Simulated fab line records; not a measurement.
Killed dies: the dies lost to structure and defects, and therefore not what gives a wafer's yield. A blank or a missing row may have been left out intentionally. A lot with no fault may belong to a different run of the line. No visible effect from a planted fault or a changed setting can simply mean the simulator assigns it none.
fab line records	flow sfq-line
[record] lots = 14	wafers = 42	last-day = 84
route steps=325 shown M0@38 I2@107 I7@309 M8@322
lots with no fault: from the same line, run without faults
start-h: hours from the record's first day to the start of the lot's first wafer shown	wait-h: how many hours have passed since the lot's step before this one	" repeats the value in the row above	L1.1+2: one row covering several wafers at once	- value missing, or start not given	* or withheld: withheld	< > ~ a bound
route shown NAME@n: NAME is a module with steps in the file, n the number in the route of the first one	usual: mean/standard deviation of fault-free wafers	same: alike in all rows	chamber/n: place in a boat	sites: per-site readings	_std_site: how widely they spread, as a standard deviation	_edge_site: outer sites' mean less inner sites'	radius-mm: for every site, how far away it sits from the centre of the wafer	mask NAME#n: copy n	behind: the last tool/chamber to shape the wafer	hold: why the lot went on hold/how many hours it stayed there/how the hold came to an end	device: the n, p or np transistor that did not switch	end of line: tests of these same wafers at the route's end	a step without rows: its recipe alone	killed: the dies lost at the first sort to structure and to defects; this is not the yield of the wafer	map: dies across one wafer; x = killed, . = not, _ = none there
set.NAME: the run value of the setting; set.NAME@STEP: its run value at that earlier step	model.NAME: the simulator's own value behind a step, which no gauge read
a sample of lots followed through the steps of the route, with each step as a table and each wafer as a row
services: the hour from which a tool's chamber was out of use, counted from the record's first day as start-h (under 0 if before that day), plus the number of hours and why
[[steps]]
[step SFQ_M0_OVL_MEAS_906]
[usual] M0_OVL = 1/4.8
lot.wafer	tool	chamber	start-h	wait-h	M0_OVL[nm]
L390.2	overlay-02	-	153.32	0.1	5
L390.5	"	-	"	"	5
L390.6	"	-	"	"	3
L392.1	overlay-01	-	166.31	0.1	-7
L392.2	"	-	"	"	-5
L392.5	"	-	"	"	-7
L394.4	overlay-02	-	178.54	0.1	-5
L394.5	"	-	"	"	-4
L394.6	"	-	"	"	0
L395.2	overlay-02	-	182.12	0.1	-3
L395.4	"	-	"	"	-5
L395.5	"	-	"	"	2
L398.2	overlay-02	-	201.14	0.1	-1
L398.3	"	-	"	"	3
L398.6	"	-	"	"	0
L399.3	overlay-01	-	210.75	0.1	-7
L399.5	"	-	"	"	-5
L399.6	"	-	"	"	1
L400.2	overlay-01	-	211.94	0.1	3
L400.5	"	-	"	"	-4
L400.6	"	-	"	"	2
L405.3	overlay-02	-	250.35	0.1	-1
L405.4	"	-	"	"	-1
L405.6	"	-	"	"	1
L407.2	overlay-02	-	260.69	0.1	0
L407.4	"	-	"	"	11
L407.6	"	-	"	"	11
L408.3	overlay-02	-	266.70	0.1	5
L408.4	"	-	"	"	6
L408.6	"	-	"	"	-1
L409.4	overlay-01	-	271.51	0.1	0
L409.5	"	-	"	"	3
L409.6	"	-	"	"	2
L410.1	overlay-01	-	276.29	0.1	-3
L410.5	"	-	"	"	2
L410.6	"	-	"	"	-4
L411.2	overlay-01	-	281.09	0.1	-4
L411.4	"	-	"	"	2
L411.5	"	-	"	"	0
L412.2	overlay-02	-	287.09	0.1	7
L412.3	"	-	"	"	11
L412.5	"	-	"	"	9
[step SFQ_TRILAYER_I2_VIA_LITHO_COAT_072]
[recipe] resist = BARC	spin-rpm = 3000	resist-thk-nm = 62
[usual] spin-speed-rpm = 2999.7/2
lot.wafer	tool	chamber	start-h	wait-h	spin-speed-rpm
L390.2	litho-track-04	0	454.21	0.8	2997.3
L390.5	"	0	"	"	3002.7
L390.6	"	0	"	"	3001.2
L392.1	litho-track-03	0	478.21	1.0	2996.7
L392.2	"	0	"	"	3000.3
L392.5	"	0	"	"	3001.2
L394.4	litho-track-02	0	503.34	0.6	3001.9
L394.5	"	0	"	"	3001.5
L394.6	"	0	"	"	3002.2
L395.2	litho-track-04	0	506.24	0.8	3002.7
L395.4	"	0	"	"	3000.7
L395.5	"	0	"	"	3000.5
L398.2	litho-track-02	0	536.12	0.8	3267.2
L398.3	"	0	"	"	3267.2
L398.6	"	0	"	"	3265.5
L399.3	litho-track-02	0	572.17	0.7	3266.5
L399.5	"	0	"	"	3265.8
L399.6	"	0	"	"	3266.6
L400.2	litho-track-03	0	578.12	0.8	3000.7
L400.5	"	0	"	"	3002.7
L400.6	"	0	"	"	3001.7
L405.3	litho-track-04	0	611.17	0.7	2997.8
L405.4	"	0	"	"	3000.5
L405.6	"	0	"	"	3001.4
L407.2	litho-track-04	0	626.12	0.8	3002.7
L407.4	"	0	"	"	3003.6
L407.6	"	0	"	"	3002.6
L408.3	litho-track-02	0	635.17	0.7	2998.2
L408.4	"	0	"	"	2998.9
L408.6	"	0	"	"	2996.4
L409.4	litho-track-04	0	638.22	0.6	3000.9
L409.5	"	0	"	"	3002.0
L409.6	"	0	"	"	2999.8
L410.1	litho-track-02	0	643.00	1.0	2997.9
L410.5	"	0	"	"	2998.6
L410.6	"	0	"	"	3000.0
L411.2	litho-track-02	0	646.05	0.8	2997.9
L411.4	"	0	"	"	3000.5
L411.5	"	0	"	"	2999.4
L412.2	litho-track-03	0	656.12	0.8	2997.7
L412.3	"	0	"	"	3000.2
L412.5	"	0	"	"	2998.7
[step SFQ_TRILAYER_I2_VIA_BARC_OPEN_VIA_ETCH_096]
[recipe] mask-material = PR	chemistry = O2	target-depth-nm = 125	target = BARC	source-w = 500	bias-w = 80	pressure-mtorr = 30	time-s = 41.7
[usual] drypump-motor-current-A = 5.7/0.3	oes-product-au = 0.686/0.0046
lot.wafer	tool	chamber	start-h	wait-h	drypump-motor-current-A	oes-product-au	rf-hours-counter-h
L390.2	rie-diel-01	3	588.16	0.0	5.9	0.693	4
L390.5	"	0	"	"	6.1	0.687	-
L390.6	"	1	"	"	5.1	0.679	-
L392.1	rie-diel-04	1	604.51	0.0	5.3	0.687	40
L392.2	"	0	"	"	5.7	0.681	51
L392.5	"	0	"	"	5.7	0.682	-
L394.4	rie-diel-02	0	627.31	0.0	5.5	0.687	1
L394.5	"	3	"	"	5.4	0.682	-
L394.6	"	2	"	"	4.9	0.691	-
L395.2	rie-diel-01	2	630.91	0.0	5.8	0.688	10
L395.4	"	1	"	"	5.0	0.684	3
L395.5	"	3	"	"	5.9	0.677	-
L398.2	rie-diel-04	3	659.81	0.0	5.8	0.674	66
L398.3	"	0	"	"	5.7	0.666	52
L398.6	"	2	"	"	5.8	0.677	-
L399.3	rie-diel-02	3	693.21	0.0	5.4	0.668	7
L399.5	"	1	"	"	5.7	0.672	-
L399.6	"	2	"	"	5.0	0.673	-
L400.2	rie-diel-04	0	702.81	0.0	5.7	0.686	52
L400.5	"	2	"	"	5.8	0.685	-
L400.6	"	1	"	"	5.4	0.687	-
L405.3	rie-diel-02	1	733.56	0.0	5.7	0.679	7
L405.4	"	1	"	"	5.7	0.689	-
L405.6	"	3	"	"	5.4	0.690	-
L407.2	rie-diel-02	0	749.16	0.0	5.5	0.687	4
L407.4	"	1	"	"	5.7	0.687	-
L407.6	"	3	"	"	5.3	0.688	-
L408.3	rie-diel-04	2	755.16	0.0	5.8	0.686	6
L408.4	"	0	"	"	5.7	0.684	53
L408.6	"	1	"	"	5.4	0.687	-
L409.4	rie-diel-01	3	758.78	0.0	5.9	0.685	-
L409.5	"	2	"	"	5.8	0.685	-
L409.6	"	0	"	"	6.1	0.690	-
L410.1	rie-diel-01	2	766.71	0.0	5.8	0.686	13
L410.5	"	0	"	"	6.1	0.691	-
L410.6	"	2	"	"	5.8	0.681	-
L411.2	rie-diel-01	0	769.11	0.0	6.1	0.688	9
L411.4	"	2	"	"	5.8	0.694	-
L411.5	"	3	"	"	5.9	0.678	-
L412.2	rie-diel-04	1	776.31	0.0	5.4	0.683	44
L412.3	"	2	"	"	5.8	0.681	7
L412.5	"	1	"	"	5.4	0.685	-
[step SFQ_TRILAYER_I7_VIA_STRIP_STRIP_191]
[recipe] gas = O2	power-w = 200	platen-temp-c = 40	overash-fraction = 0.65	chemistry = O2	pressure-mtorr = 50
[usual] drypump-motor-current-A = 5.6/0.39	oes-product-au = 1.005/0.0081
[same] overash-fraction = 0.65
lot.wafer	tool	chamber	start-h	wait-h	drypump-motor-current-A	oes-product-au	rf-hours-counter-h
L390.2	rie-metal-03	0	1663.02	-	5.5	1.011	28
L390.5	"	1	"	"	5.3	1.013	-
L390.6	"	0	"	"	5.5	1.014	-
L392.1	rie-metal-04	1	1690.62	-	5.6	1.016	58
L392.2	"	0	"	"	6.1	1.013	79
L392.5	"	1	"	"	5.6	1.020	-
L394.4	rie-metal-04	1	1702.06	-	5.7	0.999	-
L394.5	"	0	"	"	6.1	1.013	-
L394.6	"	1	"	"	5.6	0.996	-
L395.2	rie-metal-04	1	1703.03	-	5.7	1.009	60
L395.4	"	0	"	"	6.1	1.002	-
L395.5	"	1	"	"	5.6	1.004	-
L398.2	rie-metal-02	0	1717.25	-	4.7	0.994	61
L398.3	"	1	"	"	5.4	0.985	-
L398.6	"	1	"	"	5.4	0.992	-
L399.3	rie-metal-04	1	1824.07	-	5.7	1.010	-
L399.5	"	0	"	"	6.2	0.998	-
L399.6	"	1	"	"	5.7	1.005	-
L400.2	rie-metal-04	0	1837.07	-	6.1	1.009	100
L400.5	"	0	"	"	6.1	1.004	-
L400.6	"	1	"	"	5.7	1.005	-
L405.3	rie-metal-02	0	1868.05	-	4.7	1.001	-
L405.4	"	1	"	"	5.4	0.988	-
L405.6	"	0	"	"	4.7	0.998	-
L407.2	rie-metal-02	0	1897.14	-	4.7	1.004	85
L407.4	"	0	"	"	4.7	1.000	-
L407.6	"	0	"	"	4.7	1.005	-
L408.3	rie-metal-03	0	1907.37	-	5.5	1.015	-
L408.4	"	1	"	"	5.2	1.003	-
L408.6	"	0	"	"	5.5	1.001	-
L409.4	rie-metal-03	0	1932.73	-	5.5	1.011	-
L409.5	"	1	"	"	5.3	1.003	-
L409.6	"	0	"	"	5.5	1.007	-
L410.1	rie-metal-03	0	1935.66	-	5.5	1.003	72
L410.5	"	0	"	"	5.5	1.012	-
L410.6	"	1	"	"	5.3	1.002	-
L411.2	rie-metal-04	1	1938.08	-	5.6	1.009	92
L411.4	"	1	"	"	5.7	0.999	-
L411.5	"	0	"	"	6.1	1.002	-
L412.2	rie-metal-04	1	1941.35	-	5.6	1.008	92
L412.3	"	1	"	"	5.7	1.003	-
L412.5	"	1	"	"	5.7	0.993	-
[step SFQ_M8_RS_MEAS_949]
[recipe] thk-meas-gauge = four-point-probe	reads = Au_of_TRILAYER_M8_DEP_EVAP_196+Pt_of_TRILAYER_M8_DEP_EVAP_198+Ti_of_TRILAYER_M8_DEP_EVAP_197
[usual] M8_AU_RS = 0.1465/0.0013
lot.wafer	tool	chamber	start-h	wait-h	M8_AU_RS[ohm/sq]
L390.2	film-metro-02	-	1667.41	0.3	0.1472
L390.5	"	-	"	"	0.1472
L390.6	"	-	"	"	0.1471
L392.1	film-metro-02	-	1778.61	0.3	0.1466
L392.2	"	-	"	"	0.1462
L392.5	"	-	"	"	0.1473
L394.4	film-metro-03	-	1795.14	0.3	0.1462
L394.5	"	-	"	"	0.1461
L394.6	"	-	"	"	0.1472
L395.2	film-metro-01	-	1797.50	0.3	0.1470
L395.4	"	-	"	"	0.1474
L395.5	"	-	"	"	0.1463
L398.2	film-metro-03	-	1810.70	0.3	0.1451
L398.3	"	-	"	"	0.1443
L398.6	"	-	"	"	0.1454
L399.3	film-metro-03	-	1828.38	0.3	0.1472
L399.5	"	-	"	"	0.1462
L399.6	"	-	"	"	0.1476
L400.2	film-metro-02	-	1842.63	0.3	0.1446
L400.5	"	-	"	"	0.1445
L400.6	"	-	"	"	0.1453
L405.3	film-metro-03	-	1874.48	0.3	0.1474
L405.4	"	-	"	"	0.1471
L405.6	"	-	"	"	0.1502
L407.2	film-metro-02	-	1901.94	0.3	0.1459
L407.4	"	-	"	"	0.1460
L407.6	"	-	"	"	0.1470
L408.3	film-metro-03	-	1911.55	0.3	0.1458
L408.4	"	-	"	"	0.1454
L408.6	"	-	"	"	0.1443
L409.4	film-metro-03	-	1939.59	0.3	0.1484
L409.5	"	-	"	"	0.1481
L409.6	"	-	"	"	0.1488
L410.1	film-metro-03	-	1940.86	0.3	0.1452
L410.5	"	-	"	"	0.1442
L410.6	"	-	"	"	0.1442
L411.2	film-metro-01	-	2011.53	0.3	0.1471
L411.4	"	-	"	"	0.1476
L411.5	"	-	"	"	0.1464
L412.2	film-metro-02	-	2015.22	0.3	0.1471
L412.3	"	-	"	"	0.1465
L412.5	"	-	"	"	0.1465
[[services]]
tool	chamber	start-h	hours	kind
rie-diel-04	2	442.95	4.7	repair
rie-diel-01	3	471.38	4.2	repair
rie-diel-04	-	492.96	3.3	repair
rie-diel-04	-	496.31	2.8	pm
rie-metal-04	-	552.34	2.8	pm
rie-diel-01	-	565.59	1.1	repair
rie-diel-04	3	604.18	4.4	repair
rie-diel-01	1	650.83	5.8	repair
rie-diel-01	2	657.02	6.9	repair
rie-diel-04	0	666.08	13.0	repair
rie-diel-01	1	699.70	5.6	repair
rie-diel-01	0	703.17	5.2	repair
rie-diel-04	-	704.53	1.1	repair
rie-diel-01	1	706.42	7.3	repair
rie-diel-01	1	758.24	20.0	repair
rie-diel-01	-	773.64	2.8	pm
rie-diel-01	2	794.71	9.1	repair
rie-diel-01	0	801.47	7.2	repair
rie-metal-04	-	1020.17	1.4	repair
rie-metal-04	0	1137.44	3.5	repair
rie-metal-04	-	1653.01	2.8	pm
rie-metal-04	-	1753.31	4.3	pm
rie-metal-04	-	1823.03	0.3	repair
rie-metal-04	1	1894.37	15.0	repair
[[key]]
[first-sign] step = SFQ_TRILAYER_I2_VIA_LITHO_COAT_072	reading = spin-speed-rpm	direction = up	sigmas = 99+	usual = 2999.7	struck = 3266.5
[effect] step = SFQ_TRILAYER_I2_VIA_BARC_OPEN_VIA_ETCH_096	reading = oes-product-au	direction = down	sigmas = 3	usual = 0.686	struck = 0.672
met-at SFQ_TRILAYER_I2_VIA_LITHO_COAT_072
struck-lots L398,L399
not-acting-at SFQ_M0_OVL_MEAS_906,SFQ_TRILAYER_I7_VIA_STRIP_STRIP_191,SFQ_M8_RS_MEAS_949
onset-between 503.34 536.12
[fault] kind = process-parameter-drift	tool = litho-track-02	chamber = -	onset-h = 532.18	steps = SFQ_TRILAYER_I2_VIA_LITHO_COAT_072	channel = spin-rpm	offset = 266.83	shape = step	end-h = 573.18	acts-in = these-recipes-only	stated = 3000
